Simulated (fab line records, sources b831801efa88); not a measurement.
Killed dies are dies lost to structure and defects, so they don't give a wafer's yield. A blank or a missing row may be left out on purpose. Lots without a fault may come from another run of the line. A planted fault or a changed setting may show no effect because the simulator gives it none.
A struck lot beside a sound one | flow gf180mcu | 43 steps out of a route of 602
Sound: wafers L884.1, L884.4, L884.6. Struck: wafers L898.3, L898.5, L898.6. The cause comes at the end.
At each step with rows: each side's tool, then ch and its chambers, then its first start. Under that, the readings that differ: sound wafers | struck wafers | difference of the means | sigmas: that difference in standard deviations of wafers without a fault.
alike: readings whose means differ by less than 2 such deviations, and words and numbers that are the same on both sides. not compared: withheld readings, readings that some wafer has no value for, bounds like >300 that may hide the same value, and numbers for which the record gives no deviation and whose values overlap.
The two part at a step that has a row with sigmas, a row that says differs or no value, or rows on one side only. Numbers that don't overlap but have no deviation are shown without sigmas and don't part them. A reading that every wafer of one side lacks parts them only if that side has two wafers or more.

first, 2 steps without rows for these wafers: GF_DNWELL_DEVELOP_06 (develop time 60 s); GF_DNWELL_IMPLANT_07.
GF_DNWELL_STRIP_08: strips in O2/N2.
  sound on plasma_asher-03 ch 0,1, day 3 04:38; struck on plasma_asher-03 ch 0,1, day 6 05:29
  alike: drypump_motor_current_A, heater_power_w, oes_product_au, strip_time_to_endpoint_s
  not compared: rf_hours_counter_h
GF_DNWELL_TW_MEAS_09:
  sound on film_metro-04, day 3 04:44; struck on film_metro-01, day 6 05:35
  alike: DNWELL_TW
then, 7 steps without rows for these wafers: GF_NWELL_DEHYDRATE_00 (time 60 s); GF_NWELL_HMDS_01 (prime time 60 s); GF_NWELL_COAT_02 (resist thk 3000 nm); GF_NWELL_SOFTBAKE_03; GF_NWELL_EXPOSE_04 (exposes mask Nwell, target cd 860 nm); GF_NWELL_PEB_05; GF_NWELL_DEVELOP_06 (develop time 60 s).
GF_NWELL_OVL_MEAS_07:
  sound on overlay-01, day 3 17:20; struck on overlay-02, day 6 20:19
  alike: NWELL_OVL
GF_NWELL_IMPLANT_08:
  sound on implanter-01 ch 0, day 3 17:22; struck on implanter-02 ch 0, day 6 20:23
  reading            | sound              | struck            | difference | sigmas
  tilt_deg (degrees) | 0.000 0.021 -0.034 | 3.495 3.492 3.475 | +3.492     | +99 or more
  alike: end_station_pressure_torr
then, 1 step without rows for these wafers: GF_NWELL_IMPLANT_09.
GF_NWELL_STRIP_10: strips in O2/N2.
  sound on plasma_asher-02 ch 0, day 3 17:40; struck on plasma_asher-01 ch 0,1, day 6 20:40
  alike: drypump_motor_current_A, heater_power_w, oes_product_au, strip_time_to_endpoint_s
  not compared: rf_hours_counter_h
GF_NWELL_TW_MEAS_11:
  sound on film_metro-02, day 3 17:46; struck on film_metro-03, day 6 20:59
  reading  | sound          | struck         | difference | sigmas
  NWELL_TW | 1598 1594 1604 | 1751 1748 1745 | +149       | +16
  not compared: hold
then, 6 steps without rows for these wafers: GF_LVPWELL_HMDS_01 (prime time 60 s); GF_LVPWELL_COAT_02 (resist thk 3000 nm); GF_LVPWELL_SOFTBAKE_03; GF_LVPWELL_EXPOSE_04 (exposes mask LVPWELL, target cd 600 nm); GF_LVPWELL_PEB_05; GF_LVPWELL_DEVELOP_06 (develop time 60 s).
GF_LVPWELL_OVL_MEAS_07:
  sound on overlay-02, day 4 06:47; struck on overlay-01, day 7 11:37
  alike: LVPWELL_OVL
then, 2 steps without rows for these wafers: GF_LVPWELL_IMPLANT_08; GF_LVPWELL_IMPLANT_09.
GF_LVPWELL_STRIP_10: strips in O2/N2.
  sound on plasma_asher-04 ch 0,1, day 4 07:07; struck on plasma_asher-03 ch 0,1, day 7 11:58
  reading                      | sound             | struck            | difference | sigmas
  strip_time_to_endpoint_s (s) | 37.16 37.09 37.09 | 36.88 36.89 36.79 | -0.26      | -2
  alike: drypump_motor_current_A, heater_power_w, oes_product_au
  not compared: rf_hours_counter_h
GF_LVPWELL_TW_MEAS_11:
  sound on film_metro-04, day 4 07:13; struck on film_metro-03, day 7 12:03
  reading    | sound       | struck      | difference | sigmas
  LVPWELL_TW | 568 567 570 | 562 556 559 | -9         | -3
then, 7 steps without rows for these wafers: GF_MVSD_DEHYDRATE_00 (time 60 s); GF_MVSD_HMDS_01 (prime time 60 s); GF_MVSD_COAT_02 (resist thk 3000 nm); GF_MVSD_SOFTBAKE_03; GF_MVSD_EXPOSE_04 (exposes mask MVSD, target cd 1000 nm); GF_MVSD_PEB_05; GF_MVSD_DEVELOP_06 (develop time 60 s).
GF_MVSD_OVL_MEAS_07:
  sound on overlay-02, day 4 21:05; struck on overlay-02, day 8 04:01
  alike: MVSD_OVL
then, 2 steps without rows for these wafers: GF_MVSD_IMPLANT_08; GF_MVSD_IMPLANT_09.
GF_MVSD_STRIP_10: strips in O2/N2.
  sound on plasma_asher-01 ch 0,1, day 4 21:25; struck on plasma_asher-02 ch 0,1, day 8 04:22
  alike: drypump_motor_current_A, heater_power_w, oes_product_au, strip_time_to_endpoint_s
  not compared: rf_hours_counter_h
GF_MVSD_TW_MEAS_11:
  sound on film_metro-04, day 4 21:31; struck on film_metro-02, day 8 04:27
  alike: MVSD_TW
then, 2 steps without rows for these wafers: GF_MVPSD_DEHYDRATE_00 (time 60 s); GF_MVPSD_HMDS_01 (prime time 60 s).
-- the record jumps here: 4 days lie between the struck wafers' starts before and after --
GF_VT_IMPLANT_RS_MEAS_47: measures by four-point-probe.
  sound on film_metro-04, day 8 00:49; struck on film_metro-02, day 11 23:14
  reading           | sound             | struck            | difference | sigmas
  NWELL_RS (ohm/sq) | 486.9 487.4 487.1 | 638.5 636.9 637.0 | +150.3     | +99 or more
  not compared: hold
GF_PASSIVATION_PROBE_99:
  the record has rows for the sound wafers here (prober-02, day 29 15:16) and none for the struck ones

WHERE THEY PART
First at GF_NWELL_IMPLANT_08; last, within this record, at GF_PASSIVATION_PROBE_99.

WHY: what the simulator had put in
Process parameter drift: implanter-02, from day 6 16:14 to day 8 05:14, at GF_NWELL_IMPLANT_08. Setting tilt_deg, moved by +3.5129, from 0. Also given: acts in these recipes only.
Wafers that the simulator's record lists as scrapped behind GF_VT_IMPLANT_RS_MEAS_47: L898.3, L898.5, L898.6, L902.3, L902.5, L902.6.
